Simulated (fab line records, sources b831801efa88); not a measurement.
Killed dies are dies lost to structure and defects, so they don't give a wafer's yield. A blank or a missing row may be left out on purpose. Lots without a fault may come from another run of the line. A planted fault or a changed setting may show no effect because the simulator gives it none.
fab line records | flow sky130
record lots=5 wafers=15 last_day=50
route steps=708 shown VIA1@460 METAL2@483 PAD_OPEN@708
lots that met no fault: from a run of the same line without faults
start_h: hours from the record's first day to the start of the lot's first wafer shown | wait_h: hours since the lot's step before | " the same as in the row above | L1.1+2: a row that stands for several wafers | - no value, or no start given | * or withheld: withheld | < > ~ a bound
route shown NAME@n: a module of which the file shows steps, and the number in the route of the first | usual: mean/standard deviation of fault-free wafers | same: alike in all rows | chamber/n: place in a boat | sites: the reading at each site | _std_site: their standard deviation | _edge_site: outer sites' mean less inner sites' | radius_mm: how far each site lies from the wafer's centre | mask NAME#n: copy n | behind: the tool/chamber that last shaped the wafer | hold: why the lot was held/for how many hours/how that ended | device: the transistor (n, p or np) that didn't switch | end of line: the same wafers' tests at the end of the route | a step without rows: its recipe alone | killed: dies lost to structure and defects at the first sort, not the wafer's yield | map: a wafer's dies, x killed, . not, _ none there
set.NAME: the setting as run; set.NAME@STEP: as run at that earlier step | model.NAME: the simulator's own value behind a step, which no gauge read
lots at some steps of the route; a table a step, a row a wafer
services: from which hour (start_h, from the record's first day; less than 0 if before it) a tool's chamber was out of use, for how many hours, and why
## steps
# step SKY_VIA1_CMP_02
# recipe material=SiO2 down_force_psi=4 platen_rpm=60 pad_velocity_m_s=0.94248
# step SKY_VIA1_BOW_MEAS_03
# recipe mode=bow
# usual VIA1_BOW=80/7.7
# columns lot.wafer tool chamber start_h wait_h VIA1_BOW[um]
L560.2 film_metro-03 - 788.03 0.3 75
L560.3 " - " " 83
L560.4 " - " " 90
L568.1 film_metro-04 - 851.91 0.1 84
L568.2 " - " " 81
L568.5 " - " " 83
L570.1 film_metro-03 - 876.97 0.1 98
L570.2 " - " " 84
L570.4 " - " " 70
L575.1 film_metro-03 - 903.32 0.1 86
L575.2 " - " " 91
L575.3 " - " " 93
L578.1 film_metro-02 - 930.02 0.1 79
L578.2 " - " " 68
L578.5 " - " " 76
# step SKY_VIA1_DEHYDRATE_04
# recipe temp_c=200 time_s=60
# step SKY_VIA1_HMDS_05
# recipe prime_time_s=60 prime_temp_c=120
# step SKY_VIA1_COAT_06
# recipe resist=BARC temp_c=withheld time_s=withheld spin_rpm=3000 resist_thk_nm=60
# step SKY_VIA1_COAT_07
# recipe resist=KrF-thick spin_rpm=3000 resist_thk_nm=450
# step SKY_VIA1_SOFTBAKE_08
# recipe temp_c=100 time_s=90 resist=KrF-thick
# step SKY_VIA1_EXPOSE_09
# recipe mask_id=VIM na=0.8 source_shape=annular sigma_inner=0.55 sigma_outer=0.85 target_cd_nm=150 dose_mj=38
# step SKY_VIA1_PEB_10
# recipe peb_temp_c=withheld peb_time_s=withheld resist=KrF-thick
# step SKY_VIA1_DEVELOP_11
# recipe develop_time_s=60 resist=KrF-thick dev_temp_c=21
# step SKY_VIA1_CD_MEAS_12
# recipe target_cd_nm=150
# usual cd_nm=149.6/1.7
# columns lot.wafer tool chamber start_h wait_h cd_nm
L560.2 cd_sem-01 - 814.85 - 147.8
L560.3 " - " " 147.9
L560.4 " - " " 147.6
L568.1 cd_sem-01 - 877.66 - 147.7
L568.2 " - " " 147.0
L568.5 " - " " 147.7
L570.1 cd_sem-02 - 902.26 - 151.7
L570.2 " - " " 152.8
L570.4 " - " " 151.9
L575.1 cd_sem-01 - 928.71 - 149.7
L575.2 " - " " 148.9
L575.3 " - " " 150.7
L578.1 cd_sem-01 - 954.91 - 148.7
L578.2 " - " " 149.8
L578.5 " - " " 149.8
# step SKY_VIA1_OVL_MEAS_13
# usual VIA1_OVL=5/4.4
# columns lot.wafer tool chamber start_h wait_h VIA1_OVL[nm]
L560.2 overlay-02 - 814.96 0.1 -3
L560.3 " - " " 3
L560.4 " - " " -1
L568.1 overlay-01 - 877.78 0.1 -3
L568.2 " - " " 3
L568.5 " - " " 5
L570.1 overlay-02 - 902.38 0.1 8
L570.2 " - " " 7
L570.4 " - " " -3
L575.1 overlay-02 - 928.83 0.1 8
L575.2 " - " " 2
L575.3 " - " " 7
L578.1 overlay-01 - 955.03 0.1 8
L578.2 " - " " 5
L578.5 " - " " 10
# step SKY_VIA1_ETCH_14
# recipe chemistry=N2/H2 target=BARC ion_energy_ev=200 source_w=500 bias_w=100 pressure_mtorr=30 n2_flow_sccm=100 h2_flow_sccm=200 stop_on=SiO2 time_s=45.9 target_depth_a=600
# usual drypump_motor_current_A=5.78/0.25 oes_product_au=0.855/0.0049 throttle_valve_pct=13.224/0.0091
# same time_s=45.9
# columns lot.wafer tool chamber start_h wait_h drypump_motor_current_A oes_product_au rf_hours_counter_h throttle_valve_pct
L560.2 rie_diel-01 3 814.99 0.0 5.76 0.863 3 13.229
L560.3 " 2 " " 5.56 0.859 1 13.236
L560.4 " 1 " " 5.62 0.861 16 13.227
L568.1 rie_diel-03 2 877.81 0.0 6.08 0.861 5 13.226
L568.2 " 1 " " 5.70 0.857 2 13.216
L568.5 " 3 " " 5.67 0.856 - 13.222
L570.1 rie_diel-01 1 902.41 0.0 5.60 0.848 18 13.216
L570.2 " 3 " " 5.76 0.853 5 13.235
L570.4 " 2 " " 5.54 0.856 3 13.230
L575.1 rie_diel-03 0 928.87 0.0 5.72 0.860 5 13.209
L575.2 " 3 " " 5.68 0.854 13 13.210
L575.3 " 2 " " 6.07 0.849 6 13.222
L578.1 rie_diel-04 3 955.06 0.0 5.62 0.857 15 13.218
L578.2 " 0 " " 6.20 0.850 12 13.228
L578.5 " 2 " " 6.16 0.852 - 13.231
# step SKY_VIA1_ETCH_15
# recipe target=SiO2 chemistry=C4F8/O2/Ar target_depth_nm=351 stop_on=TiN mask_material=KrF-thick source_w=1500 bias_w=1200 pressure_mtorr=40 c4f8_flow_sccm=withheld O2_flow_sccm=6 Ar_flow_sccm=300 time_s=54
# usual oes_product_au=0.982/0.0051
# same time_s=54
# columns lot.wafer tool chamber start_h wait_h oes_product_au rf_hours_counter_h
L560.2 rie_diel-01 3 815.03 0.0 0.983 3
L560.3 " 2 " " 0.986 1
L560.4 " 1 " " 0.985 16
L568.1 rie_diel-03 2 877.85 0.0 0.990 5
L568.2 " 1 " " 0.981 2
L568.5 " 3 " " 0.985 -
L570.1 rie_diel-01 1 902.46 0.0 0.975 18
L570.2 " 3 " " 0.976 5
L570.4 " 2 " " 0.979 3
L575.1 rie_diel-03 0 928.91 0.0 0.979 5
L575.2 " 3 " " 0.981 13
L575.3 " 2 " " 0.986 6
L578.1 rie_diel-04 3 955.11 0.0 0.978 15
L578.2 " 0 " " 0.988 12
L578.5 " 2 " " 0.988 -
# step SKY_VIA1_STRIP_16
# recipe chemistry=O2/N2 power_w=1400 pressure_mtorr=1500 platen_temp_c=withheld o2_flow_sccm=3000 n2_flow_sccm=300 overash_fraction=0.5
# step SKY_VIA1_STRIP_17
# recipe chemistry=post_etch_residue_remover time_s=1200 temp_c=72.5
# step SKY_VIA1_CLEAN_18
# recipe chemistry=IPA time_s=180 temp_c=25
# step SKY_VIA1_CLEAN_19
# recipe chemistry=O3/DIW dry=n2_spin
# step SKY_VIA1_SPUTTER_20
# recipe material=TiN target_thk_nm=20 chamber_pressure_pa=5 power_w=4000 time_s=80
# step SKY_VIA1_CVD_21
# recipe material=W target_thk_nm=270 time_s=80.902 temp_c=400 pressure_torr=40
# step SKY_VIA1_RS_MEAS_22
# recipe thk_meas_gauge=four-point-probe reads=W_of_VIA1_CVD_21+TiN_of_VIA1_SPUTTER_20
# usual VIA1_W_RS=0.425/0.005
# columns lot.wafer tool chamber start_h wait_h VIA1_W_RS[ohm/sq]
L560.2 film_metro-02 - 815.88 0.1 0.429
L560.3 " - " " 0.428
L560.4 " - " " 0.425
L568.1 film_metro-04 - 878.65 0.1 0.428
L568.2 " - " " 0.427
L568.5 " - " " 0.424
L570.1 film_metro-04 - 903.26 0.1 0.427
L570.2 " - " " 0.426
L570.4 " - " " 0.420
L575.1 film_metro-02 - 929.70 0.1 0.429
L575.2 " - " " 0.432
L575.3 " - " " 0.434
L578.1 film_metro-04 - 956.03 0.2 0.429
L578.2 " - " " 0.431
L578.5 " - " " 0.425
# step SKY_VIA1_THK_MEAS_23
# recipe thk_meas_gauge=xrf reads=W_of_VIA1_CVD_21
# usual VIA1_W_THK=275/4.1
# columns lot.wafer tool chamber start_h wait_h VIA1_W_THK[nm]
L560.2 film_metro-02 - 815.99 0.1 271
L560.3 " - " " 271
L560.4 " - " " 272
L568.1 film_metro-04 - 878.77 0.1 275
L568.2 " - " " 275
L568.5 " - " " 279
L570.1 film_metro-04 - 903.38 0.1 278
L570.2 " - " " 277
L570.4 " - " " 282
L575.1 film_metro-02 - 929.82 0.1 271
L575.2 " - " " 270
L575.3 " - " " 269
L578.1 film_metro-04 - 956.15 0.1 276
L578.2 " - " " 275
L578.5 " - " " 277
# step SKY_VIA1_CMP_24
# recipe stop_on=SiO2 t_overpolish_s=15 down_force_psi=3.5 platen_rpm=60 target_thk_nm=0 pad_velocity_m_s=0.94248
# usual motor_current_A=10.6/0.94 overpolish_run_s=14.999/0.0094 time_to_endpoint_s=64.5/2.7
# columns lot.wafer tool chamber start_h wait_h motor_current_A overpolish_run_s time_to_endpoint_s
L560.3 cmp-01 3 816.04 0.0 9.8 14.997 66.9
L560.4 " 0 " " 11.6 15.014 66.3
L560.2 " 1 " " 10.8 14.992 66.8
L568.2 cmp-02 0 878.83 0.0 9.9 14.990 66.0
L568.1 " 1 " " 11.4 14.995 66.8
L568.5 " 1 " " 11.6 15.008 66.7
L570.2 cmp-01 1 903.44 0.0 11.6 15.001 62.6
L570.1 " 2 " " 9.9 15.000 61.6
L570.4 " 3 " " 9.8 14.995 63.3
L575.2 cmp-02 0 929.88 0.0 9.9 14.992 65.8
L575.1 " 1 " " 12.1 14.999 66.6
L575.3 " 2 " " 9.0 15.001 64.1
L578.1 cmp-02 0 956.26 0.1 9.8 15.005 67.1
L578.2 " 1 " " 12.0 15.021 65.3
L578.5 " 0 " " 10.1 15.008 63.8
# step SKY_METAL2_SPUTTER_00
# recipe material=Ti target_thk_nm=15 power_w=3000 time_s=10 chamber_pressure_pa=0.4
# usual throttle_valve_pct=29.7/1
# same time_s=10
# columns lot.wafer tool chamber start_h wait_h throttle_valve_pct
L560.2 pvd_sputter-04 - 816.34 0.1 28.4
L560.3 " - " " 32.2
L560.4 " - " " 29.9
L568.1 pvd_sputter-04 - 879.13 0.2 32.0
L568.2 " - " " 32.1
L568.5 " - " " 29.9
L570.1 pvd_sputter-04 - 903.74 0.2 28.8
L570.2 " - " " 30.0
L570.4 " - " " 32.0
L575.1 pvd_sputter-01 - 930.18 0.2 29.7
L575.2 " - " " 28.8
L575.3 " - " " 30.4
L578.1 pvd_sputter-01 - 956.51 0.2 29.6
L578.2 " - " " 29.2
L578.5 " - " " 30.5
# step SKY_METAL2_SPUTTER_01
# recipe material=TiN target_thk_nm=20 power_w=6500 time_s=16.7 chamber_pressure_pa=0.4
# step SKY_METAL2_SPUTTER_02
# recipe material=AlCu target_thk_nm=250 power_w=10600 time_s=13.3 chamber_pressure_pa=0.4
# usual throttle_valve_pct=29.7/1
# same time_s=13.3
# columns lot.wafer tool chamber start_h wait_h throttle_valve_pct
L560.2 pvd_sputter-04 - 816.39 0.0 28.5
L560.3 " - " " 32.2
L560.4 " - " " 29.9
L568.1 pvd_sputter-04 - 879.18 0.0 31.7
L568.2 " - " " 32.3
L568.5 " - " " 29.9
L570.1 pvd_sputter-04 - 903.79 0.0 28.6
L570.2 " - " " 30.0
L570.4 " - " " 32.1
L575.1 pvd_sputter-01 - 930.23 0.0 29.6
L575.2 " - " " 28.9
L575.3 " - " " 30.5
L578.1 pvd_sputter-01 - 956.56 0.0 29.4
L578.2 " - " " 29.3
L578.5 " - " " 30.4
# step SKY_METAL2_SPUTTER_03
# recipe material=Ti target_thk_nm=5 power_w=3000 time_s=3.3 chamber_pressure_pa=0.4
# usual throttle_valve_pct=29.7/1
# same time_s=3.3
# columns lot.wafer tool chamber start_h wait_h throttle_valve_pct
L560.2 pvd_sputter-04 - 816.41 0.0 28.6
L560.3 " - " " 32.1
L560.4 " - " " 30.0
L568.1 pvd_sputter-04 - 879.21 0.0 31.6
L568.2 " - " " 32.2
L568.5 " - " " 30.1
L570.1 pvd_sputter-04 - 903.81 0.0 28.5
L570.2 " - " " 29.6
L570.4 " - " " 31.9
L575.1 pvd_sputter-01 - 930.25 0.0 29.9
L575.2 " - " " 28.7
L575.3 " - " " 30.4
L578.1 pvd_sputter-01 - 956.58 0.0 29.7
L578.2 " - " " 28.9
L578.5 " - " " 30.4
# step SKY_METAL2_SPUTTER_04
# recipe material=TiN target_thk_nm=70 power_w=6500 time_s=58.3 chamber_pressure_pa=0.4
# step SKY_METAL2_RS_MEAS_05
# recipe thk_meas_gauge=four-point-probe reads=TiN_of_METAL2_SPUTTER_04+Ti_of_METAL2_SPUTTER_03+AlCu_of_METAL2_SPUTTER_02+TiN_of_METAL2_SPUTTER_01+Ti_of_METAL2_SPUTTER_00
# usual METAL2_ALCU_RS=0.1266/0.0013
# columns lot.wafer tool chamber start_h wait_h METAL2_ALCU_RS[ohm/sq]
L560.2 film_metro-01 - 816.50 0.0 0.1268
L560.3 " - " " 0.1262
L560.4 " - " " 0.1273
L568.1 film_metro-02 - 879.27 0.0 0.1267
L568.2 " - " " 0.1258
L568.5 " - " " 0.1268
L570.1 film_metro-04 - 903.88 0.0 0.1268
L570.2 " - " " 0.1267
L570.4 " - " " 0.1269
L575.1 film_metro-04 - 930.32 0.0 0.1271
L575.2 " - " " 0.1269
L575.3 " - " " 0.1263
L578.1 film_metro-02 - 956.65 0.0 0.1257
L578.2 " - " " 0.1257
L578.5 " - " " 0.1254
# step SKY_METAL2_THK_MEAS_06
# recipe thk_meas_gauge=xrf reads=AlCu_of_METAL2_SPUTTER_02
# usual METAL2_ALCU_THK=249.4/2.9
# columns lot.wafer tool chamber start_h wait_h METAL2_ALCU_THK[nm]
L560.2 film_metro-01 - 816.61 0.1 247.1
L560.3 " - " " 250.7
L560.4 " - " " 247.5
L568.1 film_metro-02 - 879.39 0.1 250.9
L568.2 " - " " 253.1
L568.5 " - " " 248.0
L570.1 film_metro-04 - 904.00 0.1 248.5
L570.2 " - " " 248.9
L570.4 " - " " 246.8
L575.1 film_metro-04 - 930.44 0.1 250.4
L575.2 " - " " 250.6
L575.3 " - " " 251.1
L578.1 film_metro-02 - 956.77 0.1 252.0
L578.2 " - " " 253.2
L578.5 " - " " 255.4
# step SKY_METAL2_DEHYDRATE_07
# recipe temp_c=200 time_s=60
# step SKY_METAL2_HMDS_08
# recipe prime_time_s=60 prime_temp_c=120
# step SKY_METAL2_COAT_09
# recipe resist=BARC temp_c=withheld time_s=withheld spin_rpm=3000 resist_thk_nm=60
# step SKY_METAL2_COAT_10
# recipe resist=KrF-thick spin_rpm=3000 resist_thk_nm=450
# step SKY_METAL2_SOFTBAKE_11
# recipe temp_c=100 time_s=90 resist=KrF-thick
# step SKY_METAL2_EXPOSE_12
# recipe mask_id=MM2 na=0.8 source_shape=annular sigma_inner=0.55 sigma_outer=0.85 target_cd_nm=140 dose_mj=28
# step SKY_METAL2_PEB_13
# recipe peb_temp_c=withheld peb_time_s=withheld resist=KrF-thick
# step SKY_METAL2_DEVELOP_14
# recipe develop_time_s=60 resist=KrF-thick dev_temp_c=21
# step SKY_METAL2_CD_MEAS_15
# recipe target_cd_nm=140
# usual cd_nm=139.6/1.3
# columns lot.wafer tool chamber start_h wait_h cd_nm
L560.2 cd_sem-02 - 842.50 - 138.9
L560.3 " - " " 138.1
L560.4 " - " " 138.7
L568.1 cd_sem-02 - 905.31 - 139.5
L568.2 " - " " 141.3
L568.5 " - " " 140.8
L570.1 cd_sem-01 - 929.06 - 139.7
L570.2 " - " " 137.4
L570.4 " - " " 138.9
L575.1 cd_sem-01 - 955.31 - 138.3
L575.2 " - " " 139.0
L575.3 " - " " 138.6
L578.1 cd_sem-01 - 980.56 - 140.9
L578.2 " - " " 140.7
L578.5 " - " " 140.6
# step SKY_METAL2_OVL_MEAS_16
# usual METAL2_OVL=-6/6.1
# columns lot.wafer tool chamber start_h wait_h METAL2_OVL[nm]
L560.2 overlay-01 - 842.61 0.1 -8
L560.3 " - " " -6
L560.4 " - " " -10
L568.1 overlay-01 - 905.43 0.1 0
L568.2 " - " " 1
L568.5 " - " " -8
L570.1 overlay-01 - 929.18 0.1 -12
L570.2 " - " " 4
L570.4 " - " " -1
L575.1 overlay-02 - 955.43 0.1 -6
L575.2 " - " " -11
L575.3 " - " " 3
L578.1 overlay-02 - 980.68 0.1 2
L578.2 " - " " -4
L578.5 " - " " -4
# step SKY_METAL2_DESCUM_17
# recipe chemistry=O2 source_power_w=150 bias_power_w=0 pressure_mtorr=10 temp_c=40 time_s=8
# step SKY_METAL2_ETCH_18
# recipe chemistry=N2/H2 target=BARC ion_energy_ev=200 bias_w=100 pressure_mtorr=30 n2_flow_sccm=100 h2_flow_sccm=200 icp_w=500 stop_on=SiO2 time_s=45.9 target_depth_a=600
# step SKY_PAD_OPEN_PROBE_99
# usual defect_limited_yield=82.5/1.9 killed_at_M0_to_M3=44/7.2 killed_at_M4_up=2.9/1.8 killed_at_contacts=24/5.6 killed_at_front_end=15/4.2 killed_at_other=0.4/0.71 killed_dies=86/9.2 killed_open=47/7.2 killed_short=39/5.7 sort_bin_3_pad_short=0.9/0.4 sort_bin_5_function=10.2/1.6 sort_bin_6_memory=6.4/1.2 sort_n_pass=406/9.2 sort_yield_pct=82.5/1.9
# same gross_dies=492 killed_at_back_side=0 sort_bin_4_leakage[%]=0 sort_bin_8_speed[%]=0
# columns lot.wafer tool chamber start_h wait_h defect_limited_yield[%] killed_at_M0_to_M3 killed_at_M4_up killed_at_contacts killed_at_front_end killed_at_other killed_dies killed_open killed_short sort_bin_3_pad_short[%] sort_bin_5_function[%] sort_bin_6_memory[%] sort_n_pass sort_yield_pct[%] model.etest.tester.sort_n_pass model.etest.tester.sort_yield_pct model.etest.tester.sort_bin_5_pct model.etest.tester.sort_bin_6_pct model.etest.tester.sort_bin_3_pct
L560.2 prober-01 - 1095.53 0.1 83.3 47 4 18 13 0 82 44 38 0.4 10.2 6.1 410 83.3 410 83.33 10.16 6.098 0.4065
L560.3 prober-01 - 1095.58 0.2 80.9 33 2 29 30 0 94 51 42 0.6 13.2 5.3 398 80.9 398 80.89 13.21 5.285 0.6098
L560.4 prober-01 - 1095.63 0.2 84.1 36 3 23 16 0 78 42 35 0.4 9.8 5.7 414 84.1 414 84.15 9.756 5.691 0.4065
L568.1 prober-02 - 1143.07 0.1 80.7 41 2 28 24 0 95 55 40 0.6 10.0 8.7 397 80.7 397 80.69 9.959 8.74 0.6098
L568.2 prober-02 - 1143.12 0.1 81.3 54 4 20 14 0 92 47 45 1.0 8.7 8.9 400 81.3 400 81.3 8.74 8.943 1.016
L568.5 prober-02 - 1143.27 0.2 86.2 29 5 20 14 0 68 39 28 0.6 7.5 5.7 424 86.2 424 86.18 7.52 5.691 0.6098
L570.1 prober-01 - 1160.35 0.1 86.4 37 3 12 15 0 67 35 32 1.0 8.7 3.9 425 86.4 425 86.38 8.74 3.862 1.016
L570.2 prober-01 - 1160.40 0.1 79.3 70 2 16 14 0 102 29 28 1.8 12.8 6.1 390 79.3 390 79.27 12.8 6.098 1.829
L570.4 prober-01 - 1160.50 0.2 84.8 40 2 22 11 0 75 40 35 1.2 8.9 5.1 417 84.8 417 84.76 8.943 5.081 1.22
L575.1 prober-02 - 1179.48 0.1 80.5 51 2 31 12 0 96 56 39 1.2 12.0 6.3 396 80.5 396 80.49 11.99 6.301 1.22
L575.2 prober-02 - 1179.53 0.1 79.9 64 6 16 13 0 99 56 43 1.4 11.4 7.3 393 79.9 393 79.88 11.38 7.317 1.423
L575.3 prober-02 - 1179.58 0.2 80.1 52 0 35 11 0 98 51 47 0.6 12.6 6.7 394 80.1 394 80.08 12.6 6.707 0.6098
L578.1 prober-01 - 1197.13 0.1 85.0 32 2 26 14 0 74 35 38 0.8 8.3 5.9 418 85.0 418 84.96 8.333 5.894 0.813
L578.2 prober-01 - 1197.18 0.1 85.0 40 3 15 15 1 74 35 39 1.8 7.7 5.5 418 85.0 418 84.96 7.724 5.488 1.829
L578.5 prober-01 - 1197.33 0.2 86.4 29 0 27 11 0 67 36 30 0.8 7.7 5.1 425 86.4 425 86.38 7.724 5.081 0.813
# killed by level:class
L560.2 VIA1:geometric_particle:open=16 VIA1:geometric_particle:short=12 CONTACT:geometric_particle:open=6 POLY_GATE:geometric_particle:short=5 LI_CONTACT:geometric_particle:open=5 CONTACT:geometric_particle:short=4 FIELD_ISO:geometric_particle:open=3 LOCAL_INTERCONNECT:geometric_particle:short=3
L560.3 CONTACT:geometric_particle:open=13 VIA1:geometric_particle:open=9 FIELD_ISO:geometric_particle:short=8 POLY_GATE:geometric_particle:open=7 CONTACT:geometric_particle:short=7 FIELD_ISO:geometric_particle:open=5 POLY_GATE:geometric_particle:short=5 LI_CONTACT:geometric_particle:open=5
L560.4 CONTACT:geometric_particle:open=10 VIA1:geometric_particle:open=8 METAL2:geometric_particle:short=7 FIELD_ISO:geometric_particle:open=6 LI_CONTACT:geometric_particle:open=6 METAL1:geometric_particle:short=6 VIA3:geometric_particle:open=4 POLY_GATE:geometric_particle:short=3
L568.1 CONTACT:geometric_particle:open=11 FIELD_ISO:geometric_particle:open=10 VIA1:geometric_particle:open=10 FIELD_ISO:geometric_particle:short=6 LI_CONTACT:geometric_particle:short=6 VIA2:geometric_particle:open=6 LI_CONTACT:geometric_particle:open=5 CONTACT:geometric_particle:short=5
L568.2 VIA2:geometric_particle:open=11 VIA1:geometric_particle:open=11 FIELD_ISO:geometric_particle:short=7 VIA1:geometric_particle:short=7 LI_CONTACT:geometric_particle:open=7 METAL1:geometric_particle:short=7 LOCAL_INTERCONNECT:geometric_particle:short=5 VIA3:geometric_particle:open=5
L568.5 CONTACT:geometric_particle:open=6 LI_CONTACT:geometric_particle:open=5 VIA1:geometric_particle:short=5 POLY_GATE:geometric_particle:open=4 LI_CONTACT:geometric_particle:short=4 VIA2:geometric_particle:open=4 METAL1:geometric_particle:open=4 VIA1:geometric_particle:open=4
L570.1 VIA1:geometric_particle:open=11 VIA1:geometric_particle:short=8 CONTACT:geometric_particle:open=5 METAL1:geometric_particle:short=5 VIA2:geometric_particle:open=5 FIELD_ISO:geometric_particle:open=4 METAL3:geometric_particle:short=4 LOCAL_INTERCONNECT:geometric_particle:short=3
L570.2 VIA1:unspecified=45 METAL1:geometric_particle:short=7 LI_CONTACT:geometric_particle:open=5 LOCAL_INTERCONNECT:geometric_particle:short=5 FIELD_ISO:geometric_particle:open=4 VIA1:geometric_particle:short=4 VIA1:geometric_particle:open=4 FIELD_ISO:geometric_particle:short=3
L570.4 VIA1:geometric_particle:open=14 VIA1:geometric_particle:short=9 LI_CONTACT:geometric_particle:open=8 CONTACT:geometric_particle:open=6 LI_CONTACT:geometric_particle:short=5 METAL1:geometric_particle:short=4 POLY_GATE:geometric_particle:open=3 METAL2:geometric_particle:short=3
L575.1 CONTACT:geometric_particle:open=16 VIA1:geometric_particle:open=11 VIA3:geometric_particle:open=8 VIA2:geometric_particle:open=8 METAL1:geometric_particle:short=7 CONTACT:geometric_particle:short=5 LI_CONTACT:geometric_particle:short=5 LI_CONTACT:geometric_particle:open=5
L575.2 VIA1:geometric_particle:open=16 VIA2:geometric_particle:open=10 METAL1:geometric_particle:short=8 VIA3:geometric_particle:open=8 CONTACT:geometric_particle:open=6 METAL2:geometric_particle:short=5 LI_CONTACT:geometric_particle:open=4 VIA1:geometric_particle:short=4
L575.3 CONTACT:geometric_particle:open=11 VIA3:geometric_particle:open=10 CONTACT:geometric_particle:short=9 VIA2:geometric_particle:open=9 LI_CONTACT:geometric_particle:open=7 METAL1:geometric_particle:short=7 VIA1:geometric_particle:open=7 POLY_GATE:geometric_particle:short=6
L578.1 CONTACT:geometric_particle:open=11 VIA2:geometric_particle:open=8 CONTACT:geometric_particle:short=5 METAL1:geometric_particle:short=5 METAL2:geometric_particle:short=4 LI_CONTACT:geometric_particle:short=4 LI_CONTACT:geometric_particle:open=4 VIA3:geometric_particle:open=4
L578.2 VIA1:geometric_particle:open=7 FIELD_ISO:geometric_particle:short=5 METAL2:geometric_particle:short=5 CONTACT:geometric_particle:short=5 VIA3:geometric_particle:open=5 VIA1:geometric_particle:short=5 FIELD_ISO:geometric_particle:open=4 POLY_GATE:geometric_particle:open=4
L578.5 LI_CONTACT:geometric_particle:open=8 CONTACT:geometric_particle:open=6 VIA2:geometric_particle:open=5 LOCAL_INTERCONNECT:geometric_particle:short=5 VIA3:geometric_particle:open=5 CONTACT:geometric_particle:short=4 METAL1:geometric_particle:short=4 VIA1:geometric_particle:short=4
# map L570.2 (x killed, . not)
__________....x....x_________
________x............x_______
______.................._____
_____.................x..____
____.........x............___
___...........x.....x......__
__..xx......................_
_......x....x.......x..x...x.
_..........x..x...x..........
_....x.....x.......x.....x...
_.......xx.xx.xx...x.........
_.....xxxxxx.x......x.x..xx.x
_......xxxxxxxxx......x......
_.x..x.xxxxxxxxx..x..x.......
_.....xxxxxxxxx.x....x....xx.
__.x.x..xxxx.x............x._
___....x....x.x......x.....__
____x........xx......xx.x.___
_____...................x____
______..x.x.xx.........._____
________......x......._______
__________.........x_________
# map L560.3 (x killed, . not)
__________....x....._________
________.....x........_______
______...x...x.x......x._____
_____.x...x..x.........xx____
____........x....x...x.x..___
___...x.....xx......x...x..__
__.......x..x.x......x......_
_....x.xx..x...x...x.xx......
_..x...........x...x.xxx.x...
_...xxxx.x....xxx...x........
_.x...............x..........
_.....x........x....x........
_.....x.x.....x.x........x..x
_..x.x..........x.x.......xxx
_.....xx...x.................
__....x....xx.x............._
___..x.....xx.x.x..x.......__
____.x.......xx.....x....x___
_____...x.........xx.x...____
______.x.............x.._____
________x.....x...x..._______
__________........x._________
## services
# columns tool chamber start_h hours kind
cmp-01 - 791.41 2.0 repair
pvd_sputter-04 - 803.40 4.0 repair
rie_diel-04 1 807.44 2.5 repair
cmp-02 - 808.60 0.2 repair
rie_diel-03 - 827.42 0.1 repair
rie_diel-03 2 841.86 17.4 repair
rie_diel-03 1 842.99 7.9 repair
pvd_sputter-04 - 845.46 28.6 repair
rie_diel-01 - 845.61 15.4 repair
rie_diel-03 3 848.03 4.3 repair
pvd_sputter-01 - 850.76 3.4 repair
pvd_sputter-04 - 851.05 4.3 repair
rie_diel-04 3 853.60 5.3 repair
rie_diel-04 2 859.43 5.2 repair
cmp-02 - 860.85 1.1 repair
rie_diel-03 - 873.41 0.1 repair
cmp-02 - 884.59 10.6 pm
rie_diel-01 3 891.22 4.3 repair
cmp-02 - 901.34 0.9 repair
rie_diel-03 1 905.60 5.8 repair
cmp-02 - 919.82 1.0 repair
cmp-02 - 922.38 6.5 pm
pvd_sputter-04 - 945.47 49.1 repair
rie_diel-01 3 947.52 70.4 repair
## key
first_sign step=SKY_PAD_OPEN_PROBE_99 reading=killed_at_M0_to_M3 direction=up sigmas=3.6 usual=44 struck=70
effect none on later readings
model_effect step=SKY_PAD_OPEN_PROBE_99 value=etest.tester.sort_n_pass without=428 struck=390
met_at SKY_VIA1_ETCH_14
struck_wafers L570.2
onset_between 814.99 902.41
fault kind=chamber_particle_source tool=rie_diel-01 chamber=3 onset_h=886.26 steps=SKY_VIA1_ETCH_14 rate_per_visit_cm2=0.48486 end_h=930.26
